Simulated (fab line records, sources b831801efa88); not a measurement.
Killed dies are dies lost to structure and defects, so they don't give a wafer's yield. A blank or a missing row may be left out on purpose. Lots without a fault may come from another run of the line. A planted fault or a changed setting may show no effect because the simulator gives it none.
A struck lot beside a sound one | flow sky130 | 17 steps out of a route of 708
Sound: wafers L838.3, L838.5, L838.6. Struck: wafers L845.3, L845.5, L845.6. The cause comes at the end.
At each step with rows: each side's tool, then ch and its chambers, then its first start. Under that, the readings that differ: sound wafers | struck wafers | difference of the means | sigmas: that difference in standard deviations of wafers without a fault.
alike: readings whose means differ by less than 2 such deviations, and words and numbers that are the same on both sides. not compared: withheld readings, readings that some wafer has no value for, bounds like >300 that may hide the same value, and numbers for which the record gives no deviation and whose values overlap.
The two part at a step that has a row with sigmas, a row that says differs or no value, or rows on one side only. Numbers that don't overlap but have no deviation are shown without sigmas and don't part them. A reading that every wafer of one side lacks parts them only if that side has two wafers or more.

first, 1 step without rows for these wafers: SKY_VT_ADJUST_LVTN_IMPLANT_19.
SKY_VT_ADJUST_LVTN_STRIP_20: strips in O2/N2.
  sound on plasma_asher-03 ch 0,1, day 9 16:35; struck on plasma_asher-02 ch 0,1, day 11 16:26
  alike: drypump_motor_current_A, oes_product_au, strip_time_to_endpoint_s
  not compared: rf_hours_counter_h
SKY_VT_ADJUST_LVTN_TW_MEAS_21:
  sound on film_metro-02, day 9 16:40; struck on film_metro-03, day 11 16:31
  alike: VT_ADJUST_LVTN_2_TW
then, 7 steps without rows for these wafers: SKY_VT_ADJUST_NCORE_DEHYDRATE_00 (time 60 s); SKY_VT_ADJUST_NCORE_HMDS_01 (prime time 60 s); SKY_VT_ADJUST_NCORE_COAT_02 (resist thk 1121 nm); SKY_VT_ADJUST_NCORE_SOFTBAKE_03 (time 60 s); SKY_VT_ADJUST_NCORE_EXPOSE_04 (exposes mask LVTN COMPLEMENT THIN, target cd 380 nm); SKY_VT_ADJUST_NCORE_PEB_05; SKY_VT_ADJUST_NCORE_DEVELOP_06 (develop time 60 s).
SKY_VT_ADJUST_NCORE_CD_MEAS_07: target cd 380 nm.
  sound on cd_sem-01, day 10 14:45; struck on cd_sem-02, day 12 16:45
  alike: cd_nm
SKY_VT_ADJUST_NCORE_OVL_MEAS_08:
  sound on overlay-01, day 10 14:51; struck on overlay-01, day 12 16:51
  alike: VT_ADJUST_NCORE_OVL
SKY_VT_ADJUST_NCORE_IMPLANT_09:
  sound on implanter-02 ch 0, day 10 14:55; struck on implanter-03 ch 0, day 12 17:14
  alike: faraday_current_uA
SKY_VT_ADJUST_NCORE_STRIP_10: strips in O2/N2.
  sound on plasma_asher-02 ch 0,1, day 10 15:03; struck on plasma_asher-01 ch 0,1, day 12 17:22
  alike: drypump_motor_current_A, oes_product_au, strip_time_to_endpoint_s
  not compared: rf_hours_counter_h
SKY_VT_ADJUST_NCORE_TW_MEAS_11:
  sound on film_metro-03, day 10 15:08; struck on film_metro-01, day 12 17:28
  reading            | sound             | struck            | difference | sigmas
  VT_ADJUST_NCORE_TW | 221.0 219.8 220.6 | 265.9 265.1 264.1 | +44.6      | +23
then, 1 step without rows for these wafers: SKY_VT_ADJUST_HVTR_DEHYDRATE_00 (time 60 s).
-- the record jumps here: 37 days lie between the struck wafers' starts before and after (it left off in module VT_ADJUST_HVTR and takes up again in module PAD_OPEN, whose first step shown is number 708 of the route) --
SKY_PAD_OPEN_PROBE_99:
  the record has rows for the struck wafers here (prober-02, day 49 08:31) and none for the sound ones

WHERE THEY PART
First at SKY_VT_ADJUST_NCORE_TW_MEAS_11; last, within this record, at SKY_PAD_OPEN_PROBE_99.

WHY: what the simulator had put in
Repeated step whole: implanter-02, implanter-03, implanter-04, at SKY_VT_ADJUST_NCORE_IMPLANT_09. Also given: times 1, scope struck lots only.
